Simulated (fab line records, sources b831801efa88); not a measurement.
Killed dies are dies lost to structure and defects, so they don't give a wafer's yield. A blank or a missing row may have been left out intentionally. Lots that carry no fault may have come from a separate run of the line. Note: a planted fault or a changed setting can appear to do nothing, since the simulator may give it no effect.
Which of the tools did it? ; flow sky130 ; Sampling: 12 lots, 36 wafers, 5 of 708 route steps

== WHAT THE GAUGES SHOWED, per wafer ==
SKY_VT_ADJUST_NCORE_OVL_MEAS_08.
lot;measured;on;VT_ADJUST_NCORE_OVL (nm)
L553;day 8 20:50;overlay-02;-0.8 -1.6 -0.7
L554;day 9 03:26;overlay-02;-0.1 -0.8 -1.0
L557;day 10 05:17;overlay-01;-2.4 -0.1 -0.9
L558;day 10 07:55;overlay-01;-0.5 -2.5 -3.6
L559;day 10 22:01;overlay-02;0.0 0.0 -1.4
L561;day 11 04:46;overlay-01;-1.4 -1.5 0.8
L563;day 11 23:29;overlay-01;-1.5 0.5 -0.8
L567;day 13 03:58;overlay-02;-0.9 -0.7 -0.8
L568;day 13 10:13;overlay-02;-0.3 0.1 -1.2
L571;day 14 09:10;overlay-02;0.5 -0.6 0.0
L574;day 15 06:41;overlay-01;1.7 0.3 2.0
L575;day 15 14:38;overlay-01;-3.3 -0.6 -2.1

SKY_VT_ADJUST_HVTR_OVL_MEAS_08.
lot;measured;on;VT_ADJUST_HVTR_OVL (nm)
L553;day 9 18:31;overlay-01;-1.1 -2.8 -0.3
L554;day 10 01:47;overlay-02;-1.3 -1.3 -0.6
L557;day 11 04:26;overlay-02;0.2 1.2 -0.3
L558;day 11 07:10;overlay-01;-1.7 -0.7 -0.7
L559;day 11 21:52;overlay-01;-1.1 -2.1 -0.8
L561;day 12 05:16;overlay-02;-1.0 -1.8 -2.0
L563;day 13 00:58;overlay-02;-2.0 -3.5 -1.3
L567;day 14 05:16;overlay-02;-0.4 0.4 0.4
L568;day 14 12:22;overlay-02;-1.5 -1.8 -1.0
L571;day 15 12:03;overlay-02;-3.4 -3.9 -3.6
L574;day 16 09:34;overlay-02;-0.3 -2.3 -2.3
L575;day 16 18:47;overlay-02;-0.2 -1.2 -0.8

SKY_GATE_OXIDE_THK_MEAS_02.
lot;measured;on;GATE_OXIDE_OXIDATION_00_THK (nm)
L553;day 13 02:26;film-metro-02;10.17 10.24 10.25
L554;day 13 10:40;film-metro-01;10.47 10.32 10.42
L557;day 14 19:44;film-metro-04;10.30 10.43 10.47
L558;day 14 19:46;film-metro-01;9.87 10.17 9.75
L559;day 15 18:03;film-metro-01;10.40 10.29 10.16
L561;day 16 02:24;film-metro-01;10.15 10.22 10.11
L563;day 17 02:05;film-metro-04;10.26 10.19 10.30
L567;day 18 07:53;film-metro-04;9.52 9.28 9.47
L568;day 18 13:31;film-metro-01;9.74 9.83 9.89
L571;day 19 13:40;film-metro-04;10.21 10.32 10.10
L574;day 20 13:17;film-metro-02;10.08 10.24 10.35
L575;day 20 18:03;film-metro-01;10.19 10.36 10.15

SKY_RES_PROTECT_TW_MEAS_08.
lot;measured;on;POLY_GATE_TW
L553;day 15 11:24;film-metro-02;4004 4016 4018
L554;day 15 20:20;film-metro-02;4029 3990 3999
L557;day 17 05:44;film-metro-03;4082 4083 4086
L558;day 17 06:19;film-metro-02;3962 4000 3967
L559;day 18 13:09;film-metro-01;4041 4023 4031
L561;day 18 20:01;film-metro-03;4083 4041 4037
L563;day 19 18:26;film-metro-02;4027 4022 3998
L567;day 21 00:53;film-metro-01;4013 4018 4025
L568;day 21 06:18;film-metro-02;3994 3997 4011
L571;day 22 08:16;film-metro-01;4022 3988 3990
L574;day 23 06:42;film-metro-01;3986 4000 4002
L575;day 23 11:14;film-metro-03;4062 4072 4082

== WHAT TOOL EACH LOT RAN ON (gives the tool, then ch and the chambers of the sampled wafers, and finally the start) ==
lot;SKY_GATE_OXIDE_OXIDATION_01
L553;furnace-01 ch 0, day 13 01:01
L554;furnace-01 ch 0, day 13 09:15
L557;furnace-01 ch 0, day 14 18:20
L558;furnace-01 ch 0, day 14 18:20
L559;furnace-01 ch 0, day 15 16:38
L561;furnace-01 ch 0, day 16 00:59
L563;furnace-01 ch 0, day 17 00:41
L567;furnace-01 ch 0, day 18 06:28
L568;furnace-01 ch 0, day 18 12:05
L571;furnace-02 ch 0, day 19 12:15
L574;furnace-02 ch 0, day 20 11:52
L575;furnace-02 ch 0, day 20 16:38
- SKY_GATE_OXIDE_OXIDATION_01: stabilise 600 s, purge 300 s, target thk 10.268 nm.

== WHAT THE TOOLS THEMSELVES READ (means of the sampled wafers that have a number; where no wafer has one, the mark that the record gives instead) ==
SKY_GATE_OXIDE_OXIDATION_01.
lot;tool;spike-tc-bottom-C (C);spike-tc-centre-C (C);spike-tc-lower-C (C);spike-tc-upper-C (C);tube-center-temp-C (C);tube_center_temp_C_max
L553;furnace-01;915.2;900.9;899.5;899.8;900;902.5
L554;furnace-01;914.3;901.3;900.8;898.1;900;902.0
L557;furnace-01;913.7;900.8;901.0;899.1;900;902.3
L558;furnace-01;915.2;901.4;901.1;898.6;900;902.1
L559;furnace-01;914.2;901.6;900.4;898.5;900;902.5
L561;furnace-01;914.0;901.6;900.3;898.1;900;902.7
L563;furnace-01;914.8;900.7;900.6;898.6;900;902.8
L567;furnace-01;908.6;896.5;895.2;894.0;895;897.3
L568;furnace-01;908.9;895.0;896.3;893.7;895;897.3
L571;furnace-02;920.4;900.3;901.7;899.4;900;901.7
L574;furnace-02;919.2;899.8;902.0;898.3;900;902.0
L575;furnace-02;919.1;899.6;901.7;898.9;900;902.1

== THE ANSWER, worked out from the rows above alone ==
Rule: the lots themselves supply what counts as usual. The widest of any qualifying gaps counts: lots, ordered by their means at a reading, are off when they make up no more than a third of the lots, leave a main group of 4 or more, and stand apart from it by 3 or more times the standard deviation of that group's means. A main group is skipped when, at the precision printed for the reading in the tables above, its means are all equal. Also off: a lot with no number at a reading for which 4 or more lots have one. Where the step has rows for the other lots, those lots are counted as sound. The gauges are gone through in route order, then the tools' own readings, and for those a lot's mean is taken as printed above. At the first step where some lot is off, the reading lying furthest off is the one used; lots without a number count as furthest.
Off, at SKY_GATE_OXIDE_OXIDATION_01 on tube_center_temp_C_max: L567, L568. For the main group the mean is 902.3 and the standard deviation 0.33.
A tool fits if, at that step or a process step before it, it ran every lot that is off, and no sound lot after the first of them. One fits: SKY_GATE_OXIDE_OXIDATION_01 on furnace-01. A fault onset in the window from L563 (day 17 00:41, its last sound lot) to L567 (day 18 06:28, its first lot off) fits.
The tool's own readings at SKY_GATE_OXIDE_OXIDATION_01 bear it out: on the lots that are off they differ by more than 5 times the standard deviation of the sound lots' means. spike-tc-centre-C reads 895.8 C there against 900.8 C on the sound lots; spike-tc-lower-C reads 895.8 C there against 900.9 C on the sound lots; spike-tc-upper-C reads 893.9 C there against 898.7 C on the sound lots; tube-center-temp-C reads 895 C there against 900 C on the sound lots; tube_center_temp_C_max reads 897.3 there against 902.3 on the sound lots.

== WHAT THE SIMULATOR PUT IN ==
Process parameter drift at SKY_GATE_OXIDE_OXIDATION_01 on furnace-01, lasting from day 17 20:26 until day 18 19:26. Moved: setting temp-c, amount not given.
Shown lots that were struck: L567, L568. This agrees with what the rule above found.
